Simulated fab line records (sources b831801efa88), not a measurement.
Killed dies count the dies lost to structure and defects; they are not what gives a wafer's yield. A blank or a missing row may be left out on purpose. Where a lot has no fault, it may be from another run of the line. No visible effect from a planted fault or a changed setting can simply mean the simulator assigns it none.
fab line records	flow sky130
[record] lots = 10	wafers = 29	lastDay = 50
route steps=708 shown FIELD_ISO@25 LDD_HVN@274 RES_XHIGH@360 METAL2@500
lots untouched by any fault: they come from a run of this same line in which no faults occurred
startH: start of the lot's first displayed wafer, in hours after the record's first day	waitH: hours since the lot's step before	" as in the row above	L1.1+2: a row that stands for several wafers	- no value, or no start given	* or withheld: withheld	< > ~ a bound
route shown NAME@n: names a module that has steps shown in the file, with the first one's number in the route	usual: the fault-free wafers' mean and standard deviation	same: alike in all rows	chamber/n: place in a boat	sites: each site's reading	_std_site: how widely they spread, as a standard deviation	_edge_site: mean of outer sites minus mean of inner sites	radiusMm: how far each site lies from the wafer's centre	mask NAME#n: copy n	behind: the last tool/chamber to shape the wafer	hold: the reason the lot was held/the length of the hold in hours/how it ended	device: the transistor (n, p or np) that didn't switch	end of line: the same wafers' tests at the end of the route	step lacking rows: just its recipe	killed: the dies lost at the first sort to structure and to defects; this is not the yield of the wafer	map: a wafer's dies, x killed, . not, _ none there
set.NAME: the setting as run; set.NAME@STEP: as run at that earlier step	model.NAME: the simulator's own value behind a step, which no gauge read
route steps across a sampled set of lots; one table per step, one row per wafer
services: the hour from which a tool's chamber was out of use, counted from the record's first day as startH (under 0 if before that day), plus the number of hours and why
[[steps]]
[step SKY_FIELD_ISO_CVD_24]
[recipe] material = SiO2	targetThkNm = 595	tempC = 650	sigmaOpenFrac = 0.3	timeS = 99.2	sih4FlowSccm = 60	pressureMtorr = 6
[usual] pressureMtorr = 5.998/0.011	susceptorTempC = 650.0/0.31
lot.wafer	tool	chamber	startH	waitH	pressureMtorr	susceptorTempC
L247.2	hdpcvd-02	0	30.98	0.0	6.012	650.4
L247.4	"	2	"	"	5.998	650.2
L247.6	"	0	"	"	6.001	650.4
L248.2	hdpcvd-02	0	36.57	0.0	6.002	649.7
L248.3	"	1	"	"	5.982	649.8
L248.6	"	0	"	"	6.002	650.5
L249.3	hdpcvd-01	0	42.38	0.0	5.991	649.8
L249.4	"	1	"	"	6.001	649.5
L249.5	"	2	"	"	6.006	650.0
L251.1	hdpcvd-02	1	53.97	0.1	5.978	650.5
L251.2	"	2	"	"	5.990	650.1
L251.6	"	0	"	"	5.985	650.1
L256.3	hdpcvd-02	1	79.40	0.0	6.014	650.1
L256.4	"	0	"	"	5.996	650.0
L260.1	hdpcvd-01	0	100.31	0.1	6.001	650.2
L260.3	"	1	"	"	5.998	650.3
L260.5	"	2	"	"	6.006	649.3
L261.3	hdpcvd-01	1	110.03	0.0	6.000	649.9
L261.4	"	2	"	"	5.999	650.0
L261.6	"	1	"	"	6.003	650.1
L263.1	hdpcvd-01	1	121.28	0.1	5.989	649.8
L263.2	"	2	"	"	5.988	649.4
L263.3	"	0	"	"	6.014	649.7
L266.1	hdpcvd-01	0	133.90	0.1	5.990	649.7
L266.5	"	1	"	"	5.990	650.1
L266.6	"	0	"	"	6.002	650.1
L268.1	hdpcvd-01	1	143.48	0.1	6.012	650.2
L268.3	"	2	"	"	5.990	649.8
L268.4	"	0	"	"	5.999	650.0
[step SKY_FIELD_ISO_THK_MEAS_25]
[recipe] reads = SiO2_of_FIELD_ISO_CVD_24
[usual] FIELD_ISO_CVD_24_THK = 599/5.5
lot.wafer	tool	chamber	startH	waitH	FIELD_ISO_CVD_24_THK[nm]
L247.2	filmMetro-04	-	31.06	0.0	595
L247.4	"	-	"	"	596
L247.6	"	-	"	"	596
L248.2	filmMetro-04	-	36.66	0.0	600
L248.3	"	-	"	"	609
L248.6	"	-	"	"	603
L249.3	filmMetro-04	-	42.47	0.1	603
L249.4	"	-	"	"	591
L249.5	"	-	"	"	596
L251.1	filmMetro-02	-	54.04	0.0	607
L251.2	"	-	"	"	602
L251.6	"	-	"	"	602
L256.3	filmMetro-03	-	79.49	0.1	643
L256.4	"	-	"	"	598
L260.1	filmMetro-04	-	100.38	0.0	591
L260.3	"	-	"	"	597
L260.5	"	-	"	"	590
L261.3	filmMetro-03	-	110.12	0.1	598
L261.4	"	-	"	"	598
L261.6	"	-	"	"	596
L263.1	filmMetro-04	-	121.35	0.0	594
L263.2	"	-	"	"	599
L263.3	"	-	"	"	593
L266.1	filmMetro-02	-	133.97	0.0	594
L266.5	"	-	"	"	598
L266.6	"	-	"	"	592
L268.1	filmMetro-02	-	143.56	0.0	597
L268.3	"	-	"	"	594
L268.4	"	-	"	"	599
[step SKY_LDD_HVN_OVL_MEAS_07]
[usual] LDD_HVN_OVL = 1.5/1.7
lot.wafer	tool	chamber	startH	waitH	LDD_HVN_OVL[nm]
L247.2	overlay-02	-	446.49	0.1	0.5
L247.4	"	-	"	"	-0.3
L247.6	"	-	"	"	1.2
L248.2	overlay-02	-	459.25	0.1	3.6
L248.3	"	-	"	"	3.8
L248.6	"	-	"	"	4.1
L249.3	overlay-02	-	465.04	0.1	0.4
L249.4	"	-	"	"	1.2
L249.5	"	-	"	"	1.5
L251.1	overlay-01	-	494.43	0.1	-2.0
L251.2	"	-	"	"	-1.0
L251.6	"	-	"	"	-3.0
L256.3	overlay-02	-	539.55	0.1	2.6
L256.4	"	-	"	"	2.8
L260.1	overlay-02	-	588.54	0.1	2.2
L260.3	"	-	"	"	3.9
L260.5	"	-	"	"	3.1
L261.3	overlay-01	-	619.23	0.1	0.8
L261.4	"	-	"	"	-0.7
L261.6	"	-	"	"	-1.0
L263.1	overlay-01	-	635.89	0.1	4.3
L263.2	"	-	"	"	2.4
L263.3	"	-	"	"	2.4
L266.1	overlay-01	-	650.39	0.1	-1.4
L266.5	"	-	"	"	-2.2
L266.6	"	-	"	"	-0.1
L268.1	overlay-01	-	669.83	0.1	5.0
L268.3	"	-	"	"	4.4
L268.4	"	-	"	"	3.1
[step SKY_SD_N_RS_MEAS_18]
[recipe] thkMeasGauge = four-point-probe
[usual] RES_XHIGH_RS = 333.4/1.1
lot.wafer	tool	chamber	startH	waitH	RES_XHIGH_RS[ohm/sq]
L247.2	filmMetro-02	-	627.47	0.1	333.7
L247.4	"	-	"	"	332.4
L247.6	"	-	"	"	333.5
L248.2	filmMetro-03	-	641.23	0.1	331.1
L248.3	"	-	"	"	330.6
L248.6	"	-	"	"	331.4
L249.3	filmMetro-02	-	646.39	0.1	334.7
L249.4	"	-	"	"	335.4
L249.5	"	-	"	"	334.1
L251.1	filmMetro-01	-	673.66	0.1	333.3
L251.2	"	-	"	"	333.4
L251.6	"	-	"	"	332.6
L256.3	filmMetro-01	-	713.33	0.1	334.7
L256.4	"	-	"	"	334.6
L260.1	filmMetro-02	-	761.36	0.1	334.0
L260.3	"	-	"	"	333.7
L260.5	"	-	"	"	334.4
L261.3	filmMetro-03	-	790.97	0.1	331.3
L261.4	"	-	"	"	331.1
L261.6	"	-	"	"	332.0
L263.1	filmMetro-02	-	803.22	0.1	334.3
L263.2	"	-	"	"	332.8
L263.3	"	-	"	"	333.9
L266.1	filmMetro-03	-	816.70	0.1	333.0
L266.5	"	-	"	"	332.6
L266.6	"	-	"	"	333.9
L268.1	filmMetro-01	-	830.71	0.1	335.2
L268.3	"	-	"	"	335.8
L268.4	"	-	"	"	335.6
[step SKY_METAL2_DESCUM_17]
[recipe] chemistry = O2	sourcePowerW = 150	biasPowerW = 0	pressureMtorr = 10	tempC = 40	timeS = 8
[usual] chamberPressureMTorr = 10.000/0.0096	drypumpMotorCurrentA = 6.0/0.42	oesProductAu = 0.999/0.011
[same] timeS = 8
lot.wafer	tool	chamber	startH	waitH	chamberPressureMTorr	drypumpMotorCurrentA	oesProductAu	rfHoursCounterH
L247.2	rieMetal-04	1	801.55	0.0	9.984	5.7	1.010	13
L247.4	"	1	"	"	10.013	5.7	1.007	-
L247.6	"	0	"	"	9.980	5.7	0.986	-
L248.2	rieMetal-03	0	813.18	0.0	9.997	6.1	0.990	15
L248.3	"	1	"	"	10.011	6.8	1.007	-
L248.6	"	1	"	"	9.998	6.8	0.999	-
L249.3	rieMetal-02	0	819.09	0.0	9.995	5.3	0.986	-
L249.4	"	1	"	"	9.998	6.1	1.021	-
L249.5	"	0	"	"	10.007	5.3	0.991	-
L251.1	rieMetal-03	1	843.33	0.0	9.999	6.8	1.007	1
L251.2	"	0	"	"	9.994	6.1	0.989	16
L251.6	"	1	"	"	9.999	6.8	0.995	-
L256.3	rieMetal-03	0	882.24	0.0	10.002	6.1	1.002	-
L256.4	"	1	"	"	10.002	6.8	1.008	-
L260.1	rieMetal-04	0	926.80	0.0	10.004	5.7	0.990	13
L260.3	"	0	"	"	9.997	5.7	0.982	-
L260.5	"	0	"	"	10.007	5.7	0.985	-
L261.3	rieMetal-04	1	956.31	0.0	9.999	5.7	1.000	-
L261.4	"	0	"	"	10.005	5.6	0.984	-
L261.6	"	1	"	"	9.993	5.7	0.989	-
L263.1	rieMetal-03	1	965.15	0.0	9.991	6.8	0.992	11
L263.2	"	0	"	"	9.998	6.1	0.991	2
L263.3	"	0	"	"	9.992	6.1	0.997	-
L266.1	rieMetal-04	1	977.80	0.0	9.996	5.7	1.015	4
L266.5	"	1	"	"	10.004	5.7	1.010	-
L266.6	"	0	"	"	10.010	5.7	0.989	-
L268.1	rieMetal-03	1	988.99	0.0	10.010	6.8	0.989	12
L268.3	"	0	"	"	10.008	6.1	1.005	-
L268.4	"	1	"	"	10.005	6.8	0.993	-
[[services]]
tool	chamber	startH	hours	kind
hdpcvd-01	-	66.75	15.0	pm
rieMetal-03	-	133.54	2.8	pm
hdpcvd-01	-	158.53	1.5	repair
rieMetal-04	1	162.65	17.2	repair
rieMetal-03	1	198.02	4.9	repair
hdpcvd-01	-	242.70	2.8	pm
rieMetal-04	-	293.78	2.8	pm
rieMetal-03	1	298.79	1.0	repair
hdpcvd-01	-	307.06	1.4	repair
rieMetal-03	1	363.78	8.6	repair
rieMetal-03	-	463.20	1.3	repair
hdpcvd-01	0	574.65	5.0	repair
rieMetal-04	-	612.88	1.5	repair
hdpcvd-01	-	635.70	3.4	repair
hdpcvd-01	-	650.75	15.0	pm
rieMetal-03	-	668.44	0.1	repair
rieMetal-03	-	669.67	17.5	repair
hdpcvd-01	-	685.05	3.0	repair
rieMetal-03	-	703.82	1.4	pm
rieMetal-04	1	760.89	6.4	repair
rieMetal-03	1	833.97	4.0	repair
hdpcvd-01	-	876.84	6.0	pm
rieMetal-04	-	904.69	0.1	repair
rieMetal-04	-	946.55	0.8	repair
[[key]]
[firstSign] step = SKY_FIELD_ISO_THK_MEAS_25	reading = FIELD_ISO_CVD_24_THK	direction = up	sigmas = 8.1	usual = 599	struck = 643
effect none on later readings
metAt SKY_FIELD_ISO_CVD_24
struckLots L256
struckWafers L256.3
testerLeftOut L256
notActingAt SKY_LDD_HVN_OVL_MEAS_07,SKY_SD_N_RS_MEAS_18,SKY_METAL2_DESCUM_17
onsetBetween 53.97 79.40
[fault] kind = processParameterDrift	tool = hdpcvd-02	chamber = -	onsetH = 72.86	steps = SKY_FIELD_ISO_CVD_24	channel = targetThkNm	offset = 47.547	shape = step	endH = 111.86	scope = struckWafersOnly	actsIn = theseRecipesOnly	stated = 595
// testerLeftOut: of these lots the tester's yield and bins aren't shown, on N5 and GAA mostly nor the transistor test; their killed dies are dies lost to structure and defects alone, not to doping, threshold or leakage, so they don't give the yield
